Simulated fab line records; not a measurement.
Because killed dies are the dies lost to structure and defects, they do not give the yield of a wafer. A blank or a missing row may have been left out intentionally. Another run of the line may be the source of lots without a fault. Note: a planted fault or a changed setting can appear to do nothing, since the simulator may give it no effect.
Which tool is to blame? + flow gf180mcu + Sampling: 13 lots, 39 wafers, 4 of 602 route steps

## WHAT EACH GAUGE READ, for each wafer
GF_STI_THK_MEAS_02.
| lot  | measured    | on            | STI_OXIDATION_THK (nm) |
|------|-------------|---------------|------------------------|
| L438 | day 1 11:31 | film-metro-03 | 10.03 10.01 10.12      |
| L441 | day 2 02:51 | film-metro-01 | 9.93 10.03 10.13       |
| L442 | day 2 07:31 | film-metro-02 | 10.09 9.92 9.90        |
| L444 | day 2 18:08 | film-metro-02 | 10.43 10.34 10.25      |
| L445 | day 2 22:36 | film-metro-01 | 10.10 10.11 10.26      |
| L446 | day 3 04:04 | film-metro-01 | 9.90 9.96 9.82         |
| L447 | day 3 08:31 | film-metro-02 | 10.17 10.09 10.16      |
| L448 | day 3 14:35 | film-metro-01 | 10.09 10.01 10.12      |
| L449 | day 3 18:39 | film-metro-02 | 9.71 9.86 9.74         |
| L451 | day 4 04:32 | film-metro-01 | 10.01 9.89 9.91        |
| L454 | day 4 19:31 | film-metro-02 | 9.88 10.11 9.98        |
| L460 | day 6 01:31 | film-metro-02 | 10.25 10.05 10.18      |
| L461 | day 6 07:46 | film-metro-01 | 10.10 10.11 10.11      |

GF_MVPSD_TW_MEAS_11.
| lot  | measured     | on            | MVPSD_TW    |
|------|--------------|---------------|-------------|
| L438 | day 5 00:56  | film-metro-01 | 559 560 560 |
| L441 | day 5 18:12  | film-metro-01 | 562 560 562 |
| L442 | day 6 00:51  | film-metro-03 | 556 557 553 |
| L444 | day 6 10:26  | film-metro-04 | 559 562 561 |
| L445 | day 6 19:42  | film-metro-03 | 557 559 555 |
| L446 | day 7 00:29  | film-metro-04 | 561 559 559 |
| L447 | day 7 05:48  | film-metro-01 | 558 557 560 |
| L448 | day 7 15:28  | film-metro-04 | 558 556 558 |
| L449 | day 7 18:45  | film-metro-01 | 554 555 557 |
| L451 | day 8 06:37  | film-metro-04 | 559 560 560 |
| L454 | day 9 00:47  | film-metro-03 | 558 556 556 |
| L460 | day 10 13:04 | film-metro-03 | 547 544 546 |
| L461 | day 11 01:38 | film-metro-04 | 553 554 550 |

GF_VT_IMPLANT_RS_MEAS_49: measures by four-point-probe.
| lot  | measured     | on            | MVPSD_RS (ohm/sq)    |
|------|--------------|---------------|----------------------|
| L438 | day 7 14:40  | film-metro-03 | 1167.9 1163.3 1165.3 |
| L441 | day 8 09:42  | film-metro-01 | 1165.6 1166.6 1167.5 |
| L442 | day 8 17:52  | film-metro-04 | 1168.4 1165.5 1169.2 |
| L444 | day 9 03:22  | film-metro-01 | 1167.0 1167.2 1166.7 |
| L445 | day 9 14:02  | film-metro-03 | 1171.2 1170.9 1169.2 |
| L446 | day 9 20:18  | film-metro-04 | 1168.0 1165.0 1168.8 |
| L447 | day 10 01:02 | film-metro-04 | 1166.6 1164.2 1163.8 |
| L448 | day 10 12:25 | film-metro-01 | 1175.2 1174.3 1172.8 |
| L449 | day 10 17:07 | film-metro-03 | 1168.7 1166.8 1166.5 |
| L451 | day 11 03:42 | film-metro-01 | 1166.4 1165.3 1166.9 |
| L454 | day 12 01:37 | film-metro-01 | 1168.8 1168.5 1168.2 |
| L460 | day 13 17:20 | film-metro-04 | 1250.6 1250.2 1251.9 |
| L461 | day 14 07:44 | film-metro-01 | 1246.6 1241.2 1242.7 |

## EACH LOT AND THE TOOL THAT RAN IT (in order: tool; ch and the chambers of the sampled wafers; start)
| lot  | GF_MVPSD_IMPLANT_09             |
|------|---------------------------------|
| L438 | implanter-03 ch 0, day 5 00:41  |
| L441 | implanter-03 ch 0, day 5 17:58  |
| L442 | implanter-04 ch 0, day 6 00:36  |
| L444 | implanter-02 ch 0, day 6 10:11  |
| L445 | implanter-04 ch 0, day 6 19:28  |
| L446 | implanter-04 ch 0, day 7 00:14  |
| L447 | implanter-03 ch 0, day 7 05:34  |
| L448 | implanter-03 ch 0, day 7 15:15  |
| L449 | implanter-02 ch 0, day 7 18:30  |
| L451 | implanter-03 ch 0, day 8 06:25  |
| L454 | implanter-02 ch 0, day 9 00:32  |
| L460 | implanter-02 ch 0, day 10 12:49 |
| L461 | implanter-02 ch 0, day 11 01:25 |
- GF_MVPSD_IMPLANT_09

## AS READ BY THE TOOLS THEMSELVES (means over the sampled wafers that have a number; for cases with no such wafer, the mark the record gives instead)
GF_MVPSD_IMPLANT_09.
| lot  | tool         | dose-ions-cm2 | faraday-current-uA |
|------|--------------|---------------|--------------------|
| L438 | implanter-03 | 5e+12         | 28.1               |
| L441 | implanter-03 | 5e+12         | 28.3               |
| L442 | implanter-04 | 5e+12         | 27.8               |
| L444 | implanter-02 | 5e+12         | 27.9               |
| L445 | implanter-04 | 5e+12         | 28.2               |
| L446 | implanter-04 | 5e+12         | 27.5               |
| L447 | implanter-03 | 5e+12         | 27.8               |
| L448 | implanter-03 | 5e+12         | 28.2               |
| L449 | implanter-02 | 5e+12         | 28.1               |
| L451 | implanter-03 | 5e+12         | 28.4               |
| L454 | implanter-02 | 5e+12         | 27.9               |
| L460 | implanter-02 | 3e+12         | 18.7               |
| L461 | implanter-02 | 3e+12         | 19.4               |

## THE ANSWER, worked out from the rows above alone
Rule: what is usual is taken from the lots themselves. Put in order of their means at a reading, lots are off if they are a third of the lots or fewer, leave a main group of 4 or more, and stand apart from it by a gap of 3 or more times the standard deviation of the main group's means; of several such gaps the widest counts. A main group whose means are all the same, to the digits that the tables above print for the reading, isn't used. A lot without any number at a reading at which 4 lots or more have one is off too. Any other lot the step has rows for is counted as sound. First the gauges in route order, then the tools' own readings, where a lot's mean is used as printed above. The first step at which some lot is off is used, and at that step the reading that is off furthest; a lot without a number counts as furthest.
Off: L460, L461, at GF_VT_IMPLANT_RS_MEAS_49 (MVPSD_RS). Mean 1167.8 ohm/sq and standard deviation 2.5 in the main group.
A tool fits if, at a process step before that reading, it ran every lot that is off, and no sound lot after the first of them. Not tried: the gauges at GF_VT_IMPLANT_RS_MEAS_49; whatever is off there is also off at GF_MVPSD_IMPLANT_09, on other tools, and gauge error can't account for it. One fits: GF_MVPSD_IMPLANT_09 on implanter-02. A fault onset in the window from L454 (day 9 00:32, its last sound lot) to L460 (day 10 12:49, its first lot off) fits.
The tool's own readings at GF_MVPSD_IMPLANT_09 bear it out: on the lots that are off they differ by more than 5 times the standard deviation of the sound lots' means. dose-ions-cm2 reads 3e+12 there against 5e+12 on the sound lots; faraday-current-uA reads 19.0 there against 28.0 on the sound lots.

## WHAT HAD BEEN PUT IN BY THE SIMULATOR
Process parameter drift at GF_MVPSD_IMPLANT_09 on implanter-02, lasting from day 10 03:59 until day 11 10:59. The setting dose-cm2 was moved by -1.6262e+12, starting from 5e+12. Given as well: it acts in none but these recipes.
Struck lots among those shown: L460, L461. The rule given above showed the same thing.
